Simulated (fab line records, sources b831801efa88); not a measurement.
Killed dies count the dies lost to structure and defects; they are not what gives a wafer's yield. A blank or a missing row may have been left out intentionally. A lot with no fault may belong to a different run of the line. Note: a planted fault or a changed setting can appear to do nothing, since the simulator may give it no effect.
Commonality check across tools :: flow sky130 :: 11 lots, 33 wafers sampled

## WHAT PROMPTED THE OPENING
Of 11 lots, 2 have the reading POLY_GATE_OXIDATION_THK flagged at SKY_POLY_GATE_THK_MEAS_21. No-fault wafers: 3.99 nm, standard deviation 0.072.
Rule: a lot gets a flag if all its wafers with a number sit over 4 standard deviations from that mean, or if no wafer of it has a number. The rest of the lots are taken to be sound.

lot: L871
measured: day 16 02:03
on: film metro-01
POLY_GATE_OXIDATION_THK (nm), wafer by wafer: 3.94 4.02 3.89
flag: 

lot: L872
measured: day 16 21:06
on: film metro-04
POLY_GATE_OXIDATION_THK (nm), wafer by wafer: 4.08 4.04 4.04
flag: 

lot: L874
measured: day 17 08:08
on: film metro-01
POLY_GATE_OXIDATION_THK (nm), wafer by wafer: 3.96 3.97 3.97
flag: 

lot: L875
measured: day 17 16:37
on: film metro-02
POLY_GATE_OXIDATION_THK (nm), wafer by wafer: 4.02 4.01 4.03
flag: 

lot: L877
measured: day 18 18:38
on: film metro-01
POLY_GATE_OXIDATION_THK (nm), wafer by wafer: 3.99 4.03 3.93
flag: 

lot: L883
measured: day 20 22:35
on: film metro-02
POLY_GATE_OXIDATION_THK (nm), wafer by wafer: 3.87 3.92 3.81
flag: 

lot: L885
measured: day 21 17:08
on: film metro-04
POLY_GATE_OXIDATION_THK (nm), wafer by wafer: 4.59 4.59 4.60
flag: FLAGGED

lot: L886
measured: day 21 21:42
on: film metro-02
POLY_GATE_OXIDATION_THK (nm), wafer by wafer: 4.56 4.57 4.55
flag: FLAGGED

lot: L888
measured: day 22 14:58
on: film metro-02
POLY_GATE_OXIDATION_THK (nm), wafer by wafer: 3.90 4.00 3.97
flag: 

lot: L889
measured: day 22 22:48
on: film metro-02
POLY_GATE_OXIDATION_THK (nm), wafer by wafer: 4.16 4.04 4.08
flag: 

lot: L893
measured: day 24 02:42
on: film metro-01
POLY_GATE_OXIDATION_THK (nm), wafer by wafer: 4.08 3.98 3.97
flag: 
On average the flagged lots' numbers are 4.58 nm, which is +0.59 nm against the usual, or +8 standard deviations.

## TOOL THAT RAN EACH LOT
2 process steps preceding the reading are held in the record, out of 708 steps in the route. Cell contents, in order: the tool; ch with the chambers the sampled wafers went through; the start.
lot: L871
flag: 
SKY_POLY_GATE_ETCH_15: rie diel-03 ch 0,2, day 15 22:25
SKY_POLY_GATE_OXIDATION_20: furnace-01 ch 0, day 16 00:47

lot: L872
flag: 
SKY_POLY_GATE_ETCH_15: rie diel-02 ch 0,2,3, day 16 17:01
SKY_POLY_GATE_OXIDATION_20: furnace-02 ch 0, day 16 19:50

lot: L874
flag: 
SKY_POLY_GATE_ETCH_15: rie diel-02 ch 0,1,2, day 17 04:10
SKY_POLY_GATE_OXIDATION_20: furnace-01 ch 0, day 17 06:53

lot: L875
flag: 
SKY_POLY_GATE_ETCH_15: rie diel-03 ch 1,2,3, day 17 14:05
SKY_POLY_GATE_OXIDATION_20: furnace-01 ch 0, day 17 15:22

lot: L877
flag: 
SKY_POLY_GATE_ETCH_15: rie diel-02 ch 0,2,3, day 18 15:01
SKY_POLY_GATE_OXIDATION_20: furnace-02 ch 0, day 18 17:22

lot: L883
flag: 
SKY_POLY_GATE_ETCH_15: rie diel-04 ch 1,2,3, day 20 20:56
SKY_POLY_GATE_OXIDATION_20: furnace-01 ch 0, day 20 21:19

lot: L885
flag: FLAGGED
SKY_POLY_GATE_ETCH_15: rie diel-03 ch 0,1,3, day 21 15:29
SKY_POLY_GATE_OXIDATION_20: furnace-01 ch 0, day 21 15:52

lot: L886
flag: FLAGGED
SKY_POLY_GATE_ETCH_15: rie diel-02 ch 0,3, day 21 20:04
SKY_POLY_GATE_OXIDATION_20: furnace-01 ch 0, day 21 20:27

lot: L888
flag: 
SKY_POLY_GATE_ETCH_15: rie diel-03 ch 0,1,3, day 22 12:58
SKY_POLY_GATE_OXIDATION_20: furnace-02 ch 0, day 22 13:43

lot: L889
flag: 
SKY_POLY_GATE_ETCH_15: rie diel-02 ch 2,3, day 22 18:43
SKY_POLY_GATE_OXIDATION_20: furnace-02 ch 0, day 22 21:33

lot: L893
flag: 
SKY_POLY_GATE_ETCH_15: rie diel-04 ch 1,3, day 24 01:04
SKY_POLY_GATE_OXIDATION_20: furnace-02 ch 0, day 24 01:27
What these steps do:
- SKY_POLY_GATE_ETCH_15: etches BARC in N2/H2, stops on SiO2, time 118.5 s, target depth 110 nm.
- SKY_POLY_GATE_OXIDATION_20: stabilise 600 s, purge 300 s, target thk 4 nm.
- SKY_POLY_GATE_THK_MEAS_21

## FLAGGED AGAINST TOTAL, ONE TOOL AT A TIME (gauges that did the reading follow at the end)
step: SKY_POLY_GATE_ETCH_15
tool: rie diel-02
lots run: 5
flagged: 1
share of the flagged lots: some
sound lots run after its first flagged lot: 1 (L889)

step: SKY_POLY_GATE_ETCH_15
tool: rie diel-03
lots run: 4
flagged: 1
share of the flagged lots: some
sound lots run after its first flagged lot: 1 (L888)

step: SKY_POLY_GATE_ETCH_15
tool: rie diel-04
lots run: 2
flagged: 0
share of the flagged lots: none
sound lots run after its first flagged lot: -

step: SKY_POLY_GATE_OXIDATION_20
tool: furnace-01
lots run: 6
flagged: 2
share of the flagged lots: all
sound lots run after its first flagged lot: 0

step: SKY_POLY_GATE_OXIDATION_20
tool: furnace-02
lots run: 5
flagged: 0
share of the flagged lots: none
sound lots run after its first flagged lot: -

step: SKY_POLY_GATE_THK_MEAS_21
tool: film metro-01
lots run: 4
flagged: 0
share of the flagged lots: none
sound lots run after its first flagged lot: -

step: SKY_POLY_GATE_THK_MEAS_21
tool: film metro-02
lots run: 5
flagged: 1
share of the flagged lots: some
sound lots run after its first flagged lot: 2 (L888,L889)

step: SKY_POLY_GATE_THK_MEAS_21
tool: film metro-04
lots run: 2
flagged: 1
share of the flagged lots: some
sound lots run after its first flagged lot: 0

## WHAT IS ALLOWED BY THE TABLE
Rows of the table that ran each flagged lot: 1, that is furnace-01 at SKY_POLY_GATE_OXIDATION_20.
- furnace-01 at SKY_POLY_GATE_OXIDATION_20: 2 of its 6 lots flagged. Its last sound lot is L883 (day 20 21:19), its first flagged lot L885 (day 21 15:52): a fault that began between those two fits. Its own readings (spike tc bottom C, spike tc centre C, spike tc lower C, spike tc top C, spike tc upper C, tube center temp C, tube_center_temp_C_max) fall more than 4 standard deviations out on all wafers of the flagged lots.
Left over: one tool, furnace-01 at SKY_POLY_GATE_OXIDATION_20.

## WHAT THE SIMULATOR HAD INSERTED
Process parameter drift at SKY_POLY_GATE_OXIDATION_20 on furnace-01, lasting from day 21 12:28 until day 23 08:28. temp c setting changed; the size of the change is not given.
Struck lots among those shown: L885, L886. The rule above found the same.
